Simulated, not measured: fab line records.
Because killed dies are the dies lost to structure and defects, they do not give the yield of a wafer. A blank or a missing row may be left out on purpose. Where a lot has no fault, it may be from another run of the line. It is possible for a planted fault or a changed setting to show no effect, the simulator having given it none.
fab line records | flow sky130 | part 1 of 2: steps 1 to 26 of 33
record: lots: 5 | wafers: 15 | last-day: 50
route steps=708 shown CAPM@537 METAL3@555
lots untouched by any fault: they come from a run of this same line in which no faults occurred
start-h: start of the lot's first displayed wafer, in hours after the record's first day | wait-h: how many hours have passed since the lot's step before this one | " repeats the value in the row above | L1.1+2: a single row standing in for several wafers | - no value, or no start was given | * or withheld: withheld | < > ~ a bound
route shown NAME@n: a module of which the file shows steps, and the number in the route of the first | usual: the fault-free wafers' mean and standard deviation | same: alike in all rows | chamber/n: place in a boat | sites: the reading at each site | _std_site: standard deviation of those values | _edge_site: mean of outer sites minus mean of inner sites | radius-mm: for every site, how far away it sits from the centre of the wafer | mask NAME#n: copy n | behind: the most recent tool/chamber to have shaped the wafer | hold: reason for holding the lot/hours on hold/outcome of the hold | device: the transistor (n, p or np) that didn't switch | end of line: the same wafers' tests at the end of the route | where a step has no rows: the recipe by itself | killed: dies that structure and defects cost at the first sort, which is not the same as the wafer's yield | map: dies across one wafer; x = killed, . = not, _ = none there
set.NAME: the setting that was run; set.NAME@STEP: the one run at that earlier step | model.NAME: the simulator's own value behind a step, which no gauge read
lots at some steps of the route; a table a step, a row a wafer
services: the hour from which a tool's chamber was out of use, counted from the record's first day as start-h (under 0 if before that day), plus the number of hours and why
== steps ==
step: SKY_CAPM_CVD_00
recipe: material: SiO2 | target-thk-nm: 15.5 | temp-c: 400 | time-s: withheld | rf-w: 450
usual: heater-power-outer-w: 397/66 | heater-power-w: 679/80
lot.wafer | tool     | chamber | start-h | wait-h | heater-power-outer-w | heater-power-w
L075.1    | pecvd-03 | 0       | 852.95  | 0.0    | 424                  | 777
L075.2    | "        | 2       | "       | "      | 311                  | 627
L075.4    | "        | 0       | "       | "      | 419                  | 764
L084.1    | pecvd-01 | 1       | 929.89  | 0.0    | 437                  | 707
L084.3    | "        | 1       | "       | "      | 425                  | 714
L084.6    | "        | 1       | "       | "      | 437                  | 700
L089.1    | pecvd-03 | 0       | 961.71  | 0.0    | 389                  | 688
L089.2    | "        | 2       | "       | "      | 342                  | 661
L089.5    | "        | 0       | "       | "      | 388                  | 706
L095.1    | pecvd-04 | 0       | 997.57  | 0.0    | 395                  | 663
L095.2    | "        | 1       | "       | "      | 283                  | 520
L095.4    | "        | 1       | "       | "      | 277                  | 514
L096.1    | pecvd-03 | 0       | 1003.29 | 0.0    | 403                  | 720
L096.2    | "        | 1       | "       | "      | 365                  | 638
L096.6    | "        | 1       | "       | "      | 369                  | 644
step: SKY_CAPM_THK_MEAS_01
recipe: reads: SiO2_of_CAPM_CVD_00
usual: CAPM_CVD_00_THK: 15.48/0.23
lot.wafer | tool          | chamber | start-h | wait-h | CAPM_CVD_00_THK[nm]
L075.1    | film-metro-02 | -       | 852.98  | -      | 15.25
L075.2    | "             | -       | "       | "      | 15.19
L075.4    | "             | -       | "       | "      | 15.40
L084.1    | film-metro-02 | -       | 929.93  | -      | 15.35
L084.3    | "             | -       | "       | "      | 15.55
L084.6    | "             | -       | "       | "      | 15.88
L089.1    | film-metro-01 | -       | 961.73  | -      | 15.43
L089.2    | "             | -       | "       | "      | 15.28
L089.5    | "             | -       | "       | "      | 15.48
L095.1    | film-metro-01 | -       | 997.59  | -      | 15.09
L095.2    | "             | -       | "       | "      | 15.27
L095.4    | "             | -       | "       | "      | 15.32
L096.1    | film-metro-02 | -       | 1003.31 | -      | 15.14
L096.2    | "             | -       | "       | "      | 15.30
L096.6    | "             | -       | "       | "      | 15.76
step: SKY_CAPM_SPUTTER_02
recipe: material: TiN | target-thk-nm: 200 | temp-c: 300 | power-w: 6500 | time-s: 166.7 | chamber-pressure-pa: 0.4
usual: throttle-valve-pct: 29.8/0.97
lot.wafer | tool           | chamber | start-h | wait-h | throttle-valve-pct
L075.1    | pvd-sputter-03 | -       | 853.04  | 0.1    | 29.7
L075.2    | "              | -       | "       | "      | 30.4
L075.4    | "              | -       | "       | "      | 29.5
L084.1    | pvd-sputter-02 | -       | 929.99  | 0.1    | 31.3
L084.3    | "              | -       | "       | "      | 29.5
L084.6    | "              | -       | "       | "      | 29.5
L089.1    | pvd-sputter-04 | -       | 961.79  | 0.1    | 28.6
L089.2    | "              | -       | "       | "      | 30.7
L089.5    | "              | -       | "       | "      | 31.9
L095.1    | pvd-sputter-02 | -       | 997.65  | 0.1    | 31.5
L095.2    | "              | -       | "       | "      | 29.5
L095.4    | "              | -       | "       | "      | 30.2
L096.1    | pvd-sputter-03 | -       | 1003.37 | 0.1    | 29.1
L096.2    | "              | -       | "       | "      | 30.0
L096.6    | "              | -       | "       | "      | 29.8
step: SKY_CAPM_RS_MEAS_03
recipe: thk-meas-gauge: four-point-probe | reads: TiN_of_CAPM_SPUTTER_02
usual: CAPM_TIN_RS: 6.93/0.068
lot.wafer | tool          | chamber | start-h | wait-h | CAPM_TIN_RS[ohm/sq]
L075.1    | film-metro-02 | -       | 853.15  | 0.1    | 6.89
L075.2    | "             | -       | "       | "      | 6.86
L075.4    | "             | -       | "       | "      | 6.89
L084.1    | film-metro-01 | -       | 930.09  | 0.1    | 7.04
L084.3    | "             | -       | "       | "      | 7.01
L084.6    | "             | -       | "       | "      | 6.91
L089.1    | film-metro-02 | -       | 961.92  | 0.1    | 6.84
L089.2    | "             | -       | "       | "      | 6.90
L089.5    | "             | -       | "       | "      | 6.92
L095.1    | film-metro-03 | -       | 997.76  | 0.1    | 6.97
L095.2    | "             | -       | "       | "      | 6.87
L095.4    | "             | -       | "       | "      | 6.91
L096.1    | film-metro-01 | -       | 1003.48 | 0.1    | 6.85
L096.2    | "             | -       | "       | "      | 7.01
L096.6    | "             | -       | "       | "      | 7.02
step: SKY_CAPM_THK_MEAS_04
recipe: thk-meas-gauge: xrf | reads: TiN_of_CAPM_SPUTTER_02
usual: CAPM_TIN_THK: 199.1/2
lot.wafer | tool          | chamber | start-h | wait-h | CAPM_TIN_THK[nm]
L075.1    | film-metro-02 | -       | 853.27  | 0.1    | 200.3
L075.2    | "             | -       | "       | "      | 201.4
L075.4    | "             | -       | "       | "      | 200.5
L084.1    | film-metro-01 | -       | 930.21  | 0.1    | 195.4
L084.3    | "             | -       | "       | "      | 196.1
L084.6    | "             | -       | "       | "      | 199.6
L089.1    | film-metro-02 | -       | 962.04  | 0.1    | 202.7
L089.2    | "             | -       | "       | "      | 200.1
L089.5    | "             | -       | "       | "      | 200.7
L095.1    | film-metro-03 | -       | 997.88  | 0.1    | 197.2
L095.2    | "             | -       | "       | "      | 200.7
L095.4    | "             | -       | "       | "      | 199.3
L096.1    | film-metro-01 | -       | 1003.60 | 0.1    | 201.0
L096.2    | "             | -       | "       | "      | 197.6
L096.6    | "             | -       | "       | "      | 196.9
step: SKY_CAPM_DEHYDRATE_05
recipe: temp-c: 200 | time-s: 60
usual: exhaust-pa: 45.3/0.88 | heater-power-total-W: 160.38/0.13
lot.wafer | tool           | chamber | start-h | wait-h | exhaust-pa | heater-power-total-W
L075.1    | litho-track-02 | 0       | 865.91  | 12.6   | 45.4       | 160.35
L075.2    | "              | 0       | "       | "      | 45.5       | 160.22
L075.4    | "              | 0       | "       | "      | 45.6       | 160.50
L084.1    | litho-track-03 | 0       | 941.95  | 11.7   | 45.1       | 160.45
L084.3    | "              | 0       | "       | "      | 43.3       | 160.56
L084.6    | "              | 0       | "       | "      | 44.7       | 160.26
L089.1    | litho-track-04 | 0       | 974.04  | 12.0   | 46.1       | 160.59
L089.2    | "              | 0       | "       | "      | 46.2       | 160.29
L089.5    | "              | 0       | "       | "      | 45.3       | 160.34
L095.1    | litho-track-03 | 0       | 1008.70 | 10.8   | 44.9       | 160.25
L095.2    | "              | 0       | "       | "      | 44.2       | 160.50
L095.4    | "              | 0       | "       | "      | 44.4       | 160.55
L096.1    | litho-track-03 | 0       | 1014.55 | 10.9   | 44.2       | 160.35
L096.2    | "              | 0       | "       | "      | 46.0       | 160.31
L096.6    | "              | 0       | "       | "      | 45.2       | 160.40
step: SKY_CAPM_HMDS_06
recipe: prime-time-s: 60 | prime-temp-c: 120
usual: exhaust-pa: 45.0/0.9
lot.wafer | tool           | chamber | start-h | wait-h | exhaust-pa
L075.1    | litho-track-02 | 0       | 866.06  | 0.1    | 43.5
L075.2    | "              | 0       | "       | "      | 46.5
L075.4    | "              | 0       | "       | "      | 45.4
L084.1    | litho-track-03 | 0       | 942.10  | 0.1    | 44.7
L084.3    | "              | 0       | "       | "      | 43.9
L084.6    | "              | 0       | "       | "      | 44.1
L089.1    | litho-track-04 | 0       | 974.19  | 0.1    | 45.1
L089.2    | "              | 0       | "       | "      | 45.2
L089.5    | "              | 0       | "       | "      | 43.4
L095.1    | litho-track-03 | 0       | 1008.85 | 0.1    | 46.0
L095.2    | "              | 0       | "       | "      | 44.3
L095.4    | "              | 0       | "       | "      | 45.3
L096.1    | litho-track-03 | 0       | 1014.70 | 0.1    | 44.0
L096.2    | "              | 0       | "       | "      | 44.9
L096.6    | "              | 0       | "       | "      | 43.7
step: SKY_CAPM_COAT_07
recipe: resist: NOVOLAK | spin-rpm: 3000 | resist-thk-nm: 1140
usual: exhaust-pa: 45.1/0.94
lot.wafer | tool           | chamber | start-h | wait-h | exhaust-pa
L075.1    | litho-track-02 | 0       | 866.21  | 0.1    | 46.4
L075.2    | "              | 0       | "       | "      | 46.6
L075.4    | "              | 0       | "       | "      | 44.9
L084.1    | litho-track-03 | 0       | 942.25  | 0.1    | 45.7
L084.3    | "              | 0       | "       | "      | 46.1
L084.6    | "              | 0       | "       | "      | 44.9
L089.1    | litho-track-04 | 0       | 974.34  | 0.1    | 44.7
L089.2    | "              | 0       | "       | "      | 45.1
L089.5    | "              | 0       | "       | "      | 43.8
L095.1    | litho-track-03 | 0       | 1009.00 | 0.1    | 46.0
L095.2    | "              | 0       | "       | "      | 45.8
L095.4    | "              | 0       | "       | "      | 46.4
L096.1    | litho-track-03 | 0       | 1014.85 | 0.1    | 45.0
L096.2    | "              | 0       | "       | "      | 44.7
L096.6    | "              | 0       | "       | "      | 44.6
step: SKY_CAPM_SOFTBAKE_08
recipe: temp-c: 90 | time-s: 60 | resist: NOVOLAK
usual: exhaust-pa: 45.1/0.84 | heater-power-total-W: 56.60/0.041
lot.wafer | tool           | chamber | start-h | wait-h | exhaust-pa | heater-power-total-W
L075.1    | litho-track-02 | 0       | 866.36  | 0.1    | 44.9       | 56.63
L075.2    | "              | 0       | "       | "      | 45.2       | 56.57
L075.4    | "              | 0       | "       | "      | 45.6       | 56.59
L084.1    | litho-track-03 | 0       | 942.40  | 0.1    | 45.1       | 56.67
L084.3    | "              | 0       | "       | "      | 43.9       | 56.56
L084.6    | "              | 0       | "       | "      | 43.8       | 56.58
L089.1    | litho-track-04 | 0       | 974.49  | 0.1    | 44.9       | 56.54
L089.2    | "              | 0       | "       | "      | 43.4       | 56.62
L089.5    | "              | 0       | "       | "      | 45.9       | 56.58
L095.1    | litho-track-03 | 0       | 1009.15 | 0.1    | 45.4       | 56.54
L095.2    | "              | 0       | "       | "      | 46.0       | 56.59
L095.4    | "              | 0       | "       | "      | 44.5       | 56.62
L096.1    | litho-track-03 | 0       | 1015.00 | 0.1    | 45.4       | 56.57
L096.2    | "              | 0       | "       | "      | 45.2       | 56.64
L096.6    | "              | 0       | "       | "      | 44.1       | 56.59
step: SKY_CAPM_EXPOSE_09
recipe: mask-id: CAPM | na: 0.6 | source-shape: conventional | sigma-outer: 0.6 | polarization: unpolarized | target-cd-nm: 1000 | dose-mj: 159
lot.wafer  | tool             | chamber | start-h | wait-h | mask
L075.1+2+4 | iline-stepper-02 | 0       | -       | -      | CAPM#0
L084.1+3+6 | iline-stepper-02 | 0       | -       | -      | CAPM#0
L089.1+2+5 | iline-stepper-02 | 0       | -       | -      | CAPM#0
L095.1+2+4 | iline-stepper-02 | 0       | -       | -      | CAPM#0
L096.1+2+6 | iline-stepper-02 | 0       | -       | -      | CAPM#0
step: SKY_CAPM_PEB_10
recipe: temp-c: withheld | time-s: * | resist: NOVOLAK
usual: exhaust-pa: 45.2/0.81
lot.wafer | tool           | chamber | start-h | wait-h | exhaust-pa
L075.1    | litho-track-02 | 0       | -       | -      | 45.6
L075.2    | "              | 0       | "       | "      | 44.8
L075.4    | "              | 0       | "       | "      | 45.0
L084.1    | litho-track-02 | 0       | -       | -      | 45.3
L084.3    | "              | 0       | "       | "      | 45.7
L084.6    | "              | 0       | "       | "      | 44.4
L089.1    | litho-track-03 | 0       | -       | -      | 44.8
L089.2    | "              | 0       | "       | "      | 46.2
L089.5    | "              | 0       | "       | "      | 44.9
L095.1    | litho-track-03 | 0       | -       | -      | 45.3
L095.2    | "              | 0       | "       | "      | 45.3
L095.4    | "              | 0       | "       | "      | 44.9
L096.1    | litho-track-02 | 0       | -       | -      | 44.0
L096.2    | "              | 0       | "       | "      | 45.2
L096.6    | "              | 0       | "       | "      | 45.8
step: SKY_CAPM_DEVELOP_11
recipe: resist: NOVOLAK | developer: TMAH | develop-time-s: 60 | dev-temp-c: 23
usual: exhaust-pa: 45.0/0.91
lot.wafer | tool           | chamber | start-h | wait-h | exhaust-pa
L075.1    | litho-track-02 | 0       | 879.61  | 0.1    | 45.7
L075.2    | "              | 0       | "       | "      | 45.1
L075.4    | "              | 0       | "       | "      | 46.1
L084.1    | litho-track-02 | 0       | 954.26  | 0.1    | 45.7
L084.3    | "              | 0       | "       | "      | 44.3
L084.6    | "              | 0       | "       | "      | 44.0
L089.1    | litho-track-03 | 0       | 986.20  | 0.1    | 46.6
L089.2    | "              | 0       | "       | "      | 45.8
L089.5    | "              | 0       | "       | "      | 45.2
L095.1    | litho-track-03 | 0       | 1020.60 | 0.1    | 46.8
L095.2    | "              | 0       | "       | "      | 44.7
L095.4    | "              | 0       | "       | "      | 45.2
L096.1    | litho-track-02 | 0       | 1025.96 | 0.1    | 45.5
L096.2    | "              | 0       | "       | "      | 44.0
L096.6    | "              | 0       | "       | "      | 45.4
step: SKY_CAPM_OVL_MEAS_12
usual: CAPM_OVL: 0.3/1.2
lot.wafer | tool       | chamber | start-h | wait-h | CAPM_OVL[nm]
L075.1    | overlay-01 | -       | 879.76  | 0.1    | 1.8
L075.2    | "          | -       | "       | "      | 2.2
L075.4    | "          | -       | "       | "      | 1.5
L084.1    | overlay-01 | -       | 954.41  | 0.1    | 1.4
L084.3    | "          | -       | "       | "      | 2.4
L084.6    | "          | -       | "       | "      | 0.4
L089.1    | overlay-01 | -       | 986.35  | 0.1    | -3.1
L089.2    | "          | -       | "       | "      | -1.5
L089.5    | "          | -       | "       | "      | 0.2
L095.1    | overlay-01 | -       | 1020.75 | 0.1    | -0.7
L095.2    | "          | -       | "       | "      | 0.5
L095.4    | "          | -       | "       | "      | -0.9
L096.1    | overlay-01 | -       | 1026.11 | 0.1    | 0.0
L096.2    | "          | -       | "       | "      | 1.7
L096.6    | "          | -       | "       | "      | 1.1
step: SKY_CAPM_METAL_ETCH_13
recipe: target-depth-nm: 220 | stop-on: SiO2 | chemistry: Cl2/BCl3 | target: TiN | pressure-mtorr: 10 | icp-w: 900 | bias-w: 48.5 | Cl2_flow_sccm: 60 | bcl3-flow-sccm: 30 | time-s: 62.9
usual: drypump-motor-current-A: 5.5/0.3 | oes-product-au: 0.940/0.0064 | throttle-valve-pct: 21.903/0.01
lot.wafer | tool         | chamber | start-h | wait-h | drypump-motor-current-A | oes-product-au | rf-hours-counter-h | throttle-valve-pct
L075.1    | rie-metal-02 | 1       | 879.80  | 0.0    | 5.8                     | 0.941          | 7                  | 21.905
L075.2    | "            | 1       | "       | "      | 5.9                     | 0.945          | -                  | 21.896
L075.4    | "            | 1       | "       | "      | 5.9                     | 0.944          | -                  | 21.892
L084.1    | rie-metal-03 | 1       | 954.45  | 0.0    | 5.2                     | 0.933          | 14                 | 21.902
L084.3    | "            | 1       | "       | "      | 5.2                     | 0.937          | -                  | 21.921
L084.6    | "            | 1       | "       | "      | 5.2                     | 0.934          | -                  | 21.917
L089.1    | rie-metal-02 | 1       | 986.39  | 0.0    | 5.9                     | 0.950          | 13                 | 21.901
L089.2    | "            | 0       | "       | "      | 5.7                     | 0.941          | 4                  | 21.894
L089.5    | "            | 0       | "       | "      | 5.7                     | 0.938          | -                  | 21.894
L095.1    | rie-metal-01 | 1       | 1020.79 | 0.0    | 5.0                     | 0.936          | 5                  | 21.906
L095.2    | "            | 0       | "       | "      | 5.6                     | 0.944          | 20                 | 21.902
L095.4    | "            | 0       | "       | "      | 5.6                     | 0.940          | -                  | 21.896
L096.1    | rie-metal-03 | 1       | 1026.15 | 0.0    | 5.2                     | 0.940          | 19                 | 21.892
L096.2    | "            | 0       | "       | "      | 5.6                     | 0.930          | 5                  | 21.912
L096.6    | "            | 0       | "       | "      | 5.6                     | 0.933          | -                  | 21.920
step: SKY_CAPM_STRIP_14
recipe: chemistry: O2/N2 | power-w: 1400 | pressure-mtorr: 1500 | platen-temp-c: withheld | o2-flow-sccm: 3000 | n2-flow-sccm: 300 | overash-fraction: 0.5
usual: drypump-motor-current-A: 5.6/0.66 | oes-product-au: 0.711/0.0047 | strip-time-to-endpoint-s: 12.62/0.041
lot.wafer | tool            | chamber | start-h | wait-h | drypump-motor-current-A | oes-product-au | rf-hours-counter-h | strip-time-to-endpoint-s
L075.1    | plasma-asher-03 | 1       | 879.95  | 0.1    | 4.9                     | 0.705          | 44                 | 12.57
L075.2    | "               | 0       | "       | "      | 6.3                     | 0.710          | 44                 | 12.60
L075.4    | "               | 0       | "       | "      | 6.2                     | 0.718          | -                  | 12.55
L084.1    | plasma-asher-01 | 0       | 954.53  | 0.1    | 5.2                     | 0.708          | 111                | 12.62
L084.3    | "               | 1       | "       | "      | 5.8                     | 0.712          | -                  | 12.54
L084.6    | "               | 1       | "       | "      | 5.8                     | 0.712          | -                  | 12.61
L089.1    | plasma-asher-01 | 0       | 986.47  | 0.1    | 5.2                     | 0.702          | 114                | 12.64
L089.2    | "               | 1       | "       | "      | 5.8                     | 0.703          | 114                | 12.67
L089.5    | "               | 1       | "       | "      | 5.8                     | 0.705          | -                  | 12.63
L095.1    | plasma-asher-02 | 0       | 1020.87 | 0.1    | 6.4                     | 0.704          | 28                 | 12.65
L095.2    | "               | 1       | "       | "      | 4.9                     | 0.709          | 28                 | 12.64
L095.4    | "               | 1       | "       | "      | 4.9                     | 0.710          | -                  | 12.67
L096.1    | plasma-asher-02 | 1       | 1026.23 | 0.1    | 4.9                     | 0.717          | 28                 | 12.62
L096.2    | "               | 0       | "       | "      | 6.4                     | 0.720          | 28                 | 12.65
L096.6    | "               | 1       | "       | "      | 4.9                     | 0.715          | -                  | 12.59
step: SKY_CAPM_STRIP_15
recipe: chemistry: post-etch-residue-remover | time-s: 1200 | temp-c: 72.5
usual: temp-c: 72.50/0.11
lot.wafer | tool         | chamber | start-h | wait-h | temp-c
L075.1    | wet-bench-02 | 1       | 880.05  | 0.1    | 72.69
L075.2    | "            | 1       | "       | "      | 72.53
L075.4    | "            | 1       | "       | "      | 72.68
L084.1    | wet-bench-03 | 2       | 954.63  | 0.1    | 72.37
L084.3    | "            | 2       | "       | "      | 72.44
L084.6    | "            | 2       | "       | "      | 72.43
L089.1    | wet-bench-03 | 0       | 986.57  | 0.1    | 72.53
L089.2    | "            | 0       | "       | "      | 72.44
L089.5    | "            | 0       | "       | "      | 72.33
L095.1    | wet-bench-02 | 2       | 1020.97 | 0.1    | 72.57
L095.2    | "            | 2       | "       | "      | 72.57
L095.4    | "            | 2       | "       | "      | 72.43
L096.1    | wet-bench-02 | 0       | 1026.37 | 0.1    | 72.39
L096.2    | "            | 0       | "       | "      | 72.57
L096.6    | "            | 0       | "       | "      | 72.61
step: SKY_CAPM_CLEAN_16
recipe: chemistry: IPA | time-s: 180 | temp-c: 25
usual: temp-c: 24.99/0.1
lot.wafer | tool         | chamber | start-h | wait-h | temp-c
L075.1    | wet-bench-04 | 0       | 880.40  | 0.0    | 25.00
L075.2    | "            | 0       | "       | "      | 25.00
L075.4    | "            | 0       | "       | "      | 25.08
L084.1    | wet-bench-02 | 2       | 955.00  | 0.0    | 24.92
L084.3    | "            | 2       | "       | "      | 24.98
L084.6    | "            | 2       | "       | "      | 24.88
L089.1    | wet-bench-02 | 0       | 986.91  | 0.0    | 25.03
L089.2    | "            | 0       | "       | "      | 24.93
L089.5    | "            | 0       | "       | "      | 24.97
L095.1    | wet-bench-04 | 0       | 1021.31 | 0.0    | 25.11
L095.2    | "            | 0       | "       | "      | 25.25
L095.4    | "            | 0       | "       | "      | 25.03
L096.1    | wet-bench-03 | 1       | 1026.75 | 0.0    | 24.99
L096.2    | "            | 1       | "       | "      | 24.99
L096.6    | "            | 1       | "       | "      | 24.79
step: SKY_CAPM_CLEAN_17
recipe: chemistry: O3/DIW | dry: n2-spin
lot.wafer  | tool         | chamber | start-h | wait-h
L075.1+2+4 | wet-bench-02 | 1       | 880.46  | 0.0
L084.1+3+6 | wet-bench-04 | 0       | 955.06  | 0.0
L089.1+2+5 | wet-bench-04 | 3       | 986.97  | 0.0
L095.1+2+4 | wet-bench-02 | 3       | 1021.37 | 0.0
L096.1+2+6 | wet-bench-04 | 3       | 1026.87 | 0.0
step: SKY_METAL3_DEHYDRATE_05
recipe: temp-c: 200 | time-s: 60
usual: exhaust-pa: 45.0/0.94 | heater-power-total-W: 160.37/0.11
lot.wafer | tool           | chamber | start-h | wait-h | exhaust-pa | heater-power-total-W
L075.1    | litho-track-01 | 0       | 891.23  | 10.7   | 46.0       | 160.45
L075.2    | "              | 0       | "       | "      | 44.2       | 160.29
L075.4    | "              | 0       | "       | "      | 44.7       | 160.45
L084.1    | litho-track-04 | 0       | 966.34  | 11.2   | 45.9       | 160.40
L084.3    | "              | 0       | "       | "      | 46.2       | 160.45
L084.6    | "              | 0       | "       | "      | 46.8       | 160.30
L089.1    | litho-track-04 | 0       | 998.49  | 11.4   | 45.3       | 160.34
L089.2    | "              | 0       | "       | "      | 45.3       | 160.26
L089.5    | "              | 0       | "       | "      | 45.7       | 160.21
L095.1    | litho-track-01 | 0       | 1031.78 | 10.3   | 45.2       | 160.35
L095.2    | "              | 0       | "       | "      | 45.7       | 160.33
L095.4    | "              | 0       | "       | "      | 45.7       | 160.32
L096.1    | litho-track-01 | 0       | 1036.18 | 9.2    | 45.2       | 160.46
L096.2    | "              | 0       | "       | "      | 44.8       | 160.44
L096.6    | "              | 0       | "       | "      | 46.1       | 160.53
step: SKY_METAL3_HMDS_06
recipe: prime-time-s: 60 | prime-temp-c: 120
usual: exhaust-pa: 45.2/0.91
lot.wafer | tool           | chamber | start-h | wait-h | exhaust-pa
L075.1    | litho-track-01 | 0       | 891.38  | 0.1    | 46.4
L075.2    | "              | 0       | "       | "      | 45.6
L075.4    | "              | 0       | "       | "      | 46.1
L084.1    | litho-track-04 | 0       | 966.49  | 0.1    | 44.9
L084.3    | "              | 0       | "       | "      | 43.8
L084.6    | "              | 0       | "       | "      | 44.8
L089.1    | litho-track-04 | 0       | 998.64  | 0.1    | 45.1
L089.2    | "              | 0       | "       | "      | 44.5
L089.5    | "              | 0       | "       | "      | 44.1
L095.1    | litho-track-01 | 0       | 1031.93 | 0.1    | 45.7
L095.2    | "              | 0       | "       | "      | 45.4
L095.4    | "              | 0       | "       | "      | 45.2
L096.1    | litho-track-01 | 0       | 1036.33 | 0.1    | 45.6
L096.2    | "              | 0       | "       | "      | 45.5
L096.6    | "              | 0       | "       | "      | 45.1
step: SKY_METAL3_COAT_07
recipe: resist: BARC | temp-c: withheld | time-s: withheld | spin-rpm: 3000 | resist-thk-nm: 60
usual: exhaust-pa: 45.0/0.92
lot.wafer | tool           | chamber | start-h | wait-h | exhaust-pa
L075.1    | litho-track-01 | 0       | 891.53  | 0.1    | 45.5
L075.2    | "              | 0       | "       | "      | 46.2
L075.4    | "              | 0       | "       | "      | 45.1
L084.1    | litho-track-04 | 0       | 966.64  | 0.1    | 46.1
L084.3    | "              | 0       | "       | "      | 46.0
L084.6    | "              | 0       | "       | "      | 47.1
L089.1    | litho-track-04 | 0       | 998.79  | 0.1    | 44.1
L089.2    | "              | 0       | "       | "      | 43.5
L089.5    | "              | 0       | "       | "      | 43.3
L095.1    | litho-track-01 | 0       | 1032.08 | 0.1    | 45.9
L095.2    | "              | 0       | "       | "      | 45.9
L095.4    | "              | 0       | "       | "      | 45.5
L096.1    | litho-track-01 | 0       | 1036.48 | 0.1    | 44.3
L096.2    | "              | 0       | "       | "      | 44.8
L096.6    | "              | 0       | "       | "      | 45.6
step: SKY_METAL3_COAT_08
recipe: resist: KrF-thick | spin-rpm: 3000 | resist-thk-nm: 1140
usual: exhaust-pa: 45.0/0.85
lot.wafer | tool           | chamber | start-h | wait-h | exhaust-pa
L075.1    | litho-track-01 | 0       | -       | -      | 42.7
L075.2    | "              | 0       | "       | "      | 43.8
L075.4    | "              | 0       | "       | "      | 44.1
L084.1    | litho-track-04 | 0       | -       | -      | 44.7
L084.3    | "              | 0       | "       | "      | 45.2
L084.6    | "              | 0       | "       | "      | 44.5
L089.1    | litho-track-04 | 0       | -       | -      | 43.9
L089.2    | "              | 0       | "       | "      | 43.0
L089.5    | "              | 0       | "       | "      | 44.5
L095.1    | litho-track-01 | 0       | -       | -      | 45.7
L095.2    | "              | 0       | "       | "      | 45.6
L095.4    | "              | 0       | "       | "      | 44.0
L096.1    | litho-track-01 | 0       | -       | -      | 44.2
L096.2    | "              | 0       | "       | "      | 44.7
L096.6    | "              | 0       | "       | "      | 46.0
step: SKY_METAL3_SOFTBAKE_09
recipe: temp-c: 100 | time-s: 90 | resist: KrF-thick
usual: exhaust-pa: 44.9/0.96 | heater-power-total-W: 57.35/0.12
lot.wafer | tool           | chamber | start-h | wait-h | exhaust-pa | heater-power-total-W
L075.1    | litho-track-01 | 0       | -       | -      | 46.4       | 57.44
L075.2    | "              | 0       | "       | "      | 44.9       | 57.37
L075.4    | "              | 0       | "       | "      | 46.7       | 57.13
L084.1    | litho-track-04 | 0       | -       | -      | 44.6       | 57.30
L084.3    | "              | 0       | "       | "      | 43.5       | 57.31
L084.6    | "              | 0       | "       | "      | 44.2       | 57.28
L089.1    | litho-track-04 | 0       | -       | -      | 44.9       | 57.29
L089.2    | "              | 0       | "       | "      | 44.7       | 57.29
L089.5    | "              | 0       | "       | "      | 45.1       | 57.18
L095.1    | litho-track-01 | 0       | -       | -      | 45.0       | 57.29
L095.2    | "              | 0       | "       | "      | 43.7       | 57.17
L095.4    | "              | 0       | "       | "      | 44.6       | 57.18
L096.1    | litho-track-01 | 0       | -       | -      | 44.1       | 57.14
L096.2    | "              | 0       | "       | "      | 44.3       | 57.52
L096.6    | "              | 0       | "       | "      | 43.7       | 57.33
step: SKY_METAL3_EXPOSE_10
recipe: mask-id: MM3 | na: 0.68 | source-shape: annular | sigma-inner: 0.4 | sigma-outer: 0.8 | target-cd-nm: 300 | dose-mj: 28
lot.wafer  | tool           | chamber | start-h | wait-h | mask
L075.1+2+4 | krf-scanner-01 | 0       | -       | -      | MM3#0
L084.1+3+6 | krf-scanner-02 | 0       | -       | -      | MM3#0
L089.1+2+5 | krf-scanner-01 | 0       | -       | -      | MM3#0
L095.1+2+4 | krf-scanner-01 | 0       | -       | -      | MM3#0
L096.1+2+6 | krf-scanner-02 | 0       | -       | -      | MM3#0
step: SKY_METAL3_PEB_11
recipe: peb-temp-c: withheld | peb-time-s: withheld | resist: KrF-thick
usual: exhaust-pa: 44.8/0.93
lot.wafer | tool           | chamber | start-h | wait-h | exhaust-pa
L075.1    | litho-track-01 | 0       | -       | -      | 45.4
L075.2    | "              | 0       | "       | "      | 44.9
L075.4    | "              | 0       | "       | "      | 45.2
L084.1    | litho-track-01 | 0       | -       | -      | 44.9
L084.3    | "              | 0       | "       | "      | 46.5
L084.6    | "              | 0       | "       | "      | 44.9
L089.1    | litho-track-04 | 0       | -       | -      | 45.6
L089.2    | "              | 0       | "       | "      | 44.1
L089.5    | "              | 0       | "       | "      | 44.6
L095.1    | litho-track-01 | 0       | -       | -      | 45.0
L095.2    | "              | 0       | "       | "      | 45.6
L095.4    | "              | 0       | "       | "      | 46.7
L096.1    | litho-track-03 | 0       | -       | -      | 43.3
L096.2    | "              | 0       | "       | "      | 44.4
L096.6    | "              | 0       | "       | "      | 44.4
step: SKY_METAL3_DEVELOP_12
recipe: develop-time-s: 60 | resist: KrF-thick | dev-temp-c: 21
usual: exhaust-pa: 44.8/0.89
lot.wafer | tool           | chamber | start-h | wait-h | exhaust-pa
L075.1    | litho-track-01 | 0       | -       | -      | 44.3
L075.2    | "              | 0       | "       | "      | 43.2
L075.4    | "              | 0       | "       | "      | 44.1
L084.1    | litho-track-01 | 0       | -       | -      | 44.4
L084.3    | "              | 0       | "       | "      | 45.3
L084.6    | "              | 0       | "       | "      | 45.1
L089.1    | litho-track-04 | 0       | -       | -      | 44.4
L089.2    | "              | 0       | "       | "      | 44.7
L089.5    | "              | 0       | "       | "      | 44.6
L095.1    | litho-track-01 | 0       | -       | -      | 43.5
L095.2    | "              | 0       | "       | "      | 44.1
L095.4    | "              | 0       | "       | "      | 44.4
L096.1    | litho-track-03 | 0       | -       | -      | 44.8
L096.2    | "              | 0       | "       | "      | 45.6
L096.6    | "              | 0       | "       | "      | 45.6
